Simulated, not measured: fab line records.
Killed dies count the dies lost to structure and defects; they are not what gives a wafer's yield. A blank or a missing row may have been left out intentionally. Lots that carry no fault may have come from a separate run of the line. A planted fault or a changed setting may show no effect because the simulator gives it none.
Which tool did it? ; flow sky130 ; Sampling: 11 lots, 32 wafers, 5 of 708 route steps

WHAT THE GAUGES SHOWED, per wafer
SKY_CAPM_RS_MEAS_03: a four-point-probe measurement.
lot;measured;on;CAPM_TIN_RS (ohm/sq)
L470;day 36 12:14;film_metro-01;6.90 6.89 6.92
L471;day 37 03:24;film_metro-01;6.87 6.86 6.96
L479;day 39 11:35;film_metro-03;6.88 6.90
L480;day 39 17:05;film_metro-01;7.00 6.98 6.98
L484;day 41 01:32;film_metro-02;6.87 6.92 6.89
L483;day 41 01:50;film_metro-01;6.85 6.89 6.88
L485;day 41 07:05;film_metro-03;7.00 7.04 6.95
L487;day 42 01:54;film_metro-03;6.89 6.94 6.95
L489;day 42 12:14;film_metro-02;6.97 6.95 6.94
L490;day 42 19:23;film_metro-02;6.98 7.01 6.93
L491;day 43 02:05;film_metro-02;6.99 6.99 6.98

SKY_VIA4_OVL_MEAS_11.
lot;measured;on;VIA4_OVL (nm)
L470;day 42 21:54;overlay-01;0.1 0.7 0.4
L471;day 43 12:42;overlay-02;1.7 0.7 2.3
L479;day 45 14:14;overlay-02;0.9 0.7
L480;day 45 17:01;overlay-02;-1.2 -0.1 0.6
L484;day 46 21:47;overlay-01;1.8 0.6 0.8
L483;day 46 21:54;overlay-02;-1.1 -1.5 -1.6
L485;day 47 00:39;overlay-02;2.0 1.1 -0.4
L487;day 47 18:27;overlay-02;1.3 -1.1 0.6
L489;day 48 01:53;overlay-02;-1.5 -1.9 -2.9
L490;day 48 08:55;overlay-01;0.2 2.1 1.1
L491;day 48 15:12;overlay-01;0.5 3.7 -1.1

SKY_PASSIVATION_THK_MEAS_03.
lot;measured;on;PASSIVATION_CVD_02_THK (nm)
L470;day 44 00:08;film_metro-03;548 550 541
L471;day 44 14:44;film_metro-02;540 545 542
L479;day 46 13:11;film_metro-03;489 483
L480;day 46 16:30;film_metro-03;476 483 484
L484;day 47 20:05;film_metro-04;537 534 543
L483;day 47 20:59;film_metro-02;533 535 546
L485;day 47 23:50;film_metro-02;535 532 540
L487;day 48 16:42;film_metro-02;536 534 537
L489;day 48 22:46;film_metro-02;540 539 543
L490;day 49 05:53;film_metro-03;540 545 547
L491;day 49 12:38;film_metro-02;542 551 552

EACH LOT AND THE TOOL THAT RAN IT (in order: tool; ch and the chambers of the sampled wafers; start)
lot;SKY_METAL4_SPUTTER_00;SKY_PASSIVATION_CVD_02
L470;pvd_sputter-03, day 39 19:22;pecvd-02 ch 0,1,2, day 43 23:54
L471;pvd_sputter-01, day 40 12:42;pecvd-01 ch 0,1,2, day 44 14:30
L479;pvd_sputter-02, day 42 14:42;pecvd-02 ch 0,2, day 46 13:02
L480;pvd_sputter-03, day 42 20:25;pecvd-02 ch 0,1,2, day 46 16:16
L484;pvd_sputter-01, day 44 03:20;pecvd-01 ch 0,1, day 47 19:51
L483;pvd_sputter-03, day 44 03:49;pecvd-03 ch 1,2, day 47 20:46
L485;pvd_sputter-02, day 44 07:17;pecvd-01 ch 1,2, day 47 23:36
L487;pvd_sputter-03, day 45 02:18;pecvd-03 ch 1,2, day 48 16:29
L489;pvd_sputter-03, day 45 10:51;pecvd-01 ch 0,1,2, day 48 22:33
L490;pvd_sputter-01, day 45 17:52;pecvd-03 ch 0,1,2, day 49 05:45
L491;pvd_sputter-02, day 46 00:25;pecvd-01 ch 0,2, day 49 12:24
- SKY_METAL4_SPUTTER_00: material Ti, target thk 15 nm, time 10 s.
- SKY_PASSIVATION_CVD_02: deposits Si3N4, target thk 540 nm.

AS READ BY THE TOOLS THEMSELVES (means over the sampled wafers that have a number; for cases with no such wafer, the mark the record gives instead)
SKY_METAL4_SPUTTER_00.
lot;tool;throttle_valve_pct (%)
L470;pvd_sputter-03;29.5
L471;pvd_sputter-01;29.9
L479;pvd_sputter-02;30.8
L480;pvd_sputter-03;29.6
L484;pvd_sputter-01;30.4
L483;pvd_sputter-03;29.7
L485;pvd_sputter-02;28.7
L487;pvd_sputter-03;29.8
L489;pvd_sputter-03;29.7
L490;pvd_sputter-01;29.6
L491;pvd_sputter-02;30.7

SKY_PASSIVATION_CVD_02.
lot;tool;heater_power_w (W);susceptor_temp_C (C)
L470;pecvd-02;711;399.87
L471;pecvd-01;709;399.98
L479;pecvd-02;751;-
L480;pecvd-02;713;-
L484;pecvd-01;702;400.01
L483;pecvd-03;666;399.80
L485;pecvd-01;747;400.01
L487;pecvd-03;683;399.85
L489;pecvd-01;755;399.95
L490;pecvd-03;674;399.73
L491;pecvd-01;735;400.08

THE ANSWER, worked out from the rows above alone
Rule: the usual values come from the lots themselves. The widest of any qualifying gaps counts: lots, ordered by their means at a reading, are off when they make up no more than a third of the lots, leave a main group of 4 or more, and stand apart from it by 3 or more times the standard deviation of that group's means. The tables above print the reading to a certain number of digits; a main group whose means all agree to those digits is not used. Also off: a lot with no number at a reading for which 4 or more lots have one. The other lots that the step has rows for count as sound. After the gauges, taken in route order, come the tools' own readings; for these a lot's mean is taken, as printed above. At the first step where some lot is off, the reading lying furthest off is the one used; lots without a number count as furthest.
Off: L479, L480, at SKY_PASSIVATION_THK_MEAS_03 (PASSIVATION_CVD_02_THK). Main group: mean 541 nm, sd 4.3.
A tool fits if, at a process step before that reading, it ran every lot that is off, and no sound lot after the first of them. Not tried: the gauges at SKY_PASSIVATION_THK_MEAS_03; whatever is off there is also off at SKY_PASSIVATION_CVD_02, on other tools, and gauge error can't account for it. One fits: SKY_PASSIVATION_CVD_02 on pecvd-02. Its last sound lot is L470 (day 43 23:54), its first lot that is off L479 (day 46 13:02): a fault that began between those two fits.
Blank at SKY_PASSIVATION_CVD_02 on the lots that are off, where sound lots have numbers: susceptor_temp_C.

WHAT HAD BEEN PUT IN BY THE SIMULATOR
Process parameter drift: pecvd-02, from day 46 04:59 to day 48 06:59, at SKY_PASSIVATION_CVD_02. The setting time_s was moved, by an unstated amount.
Lots struck among those shown: L479, L480. The rule above found the same.
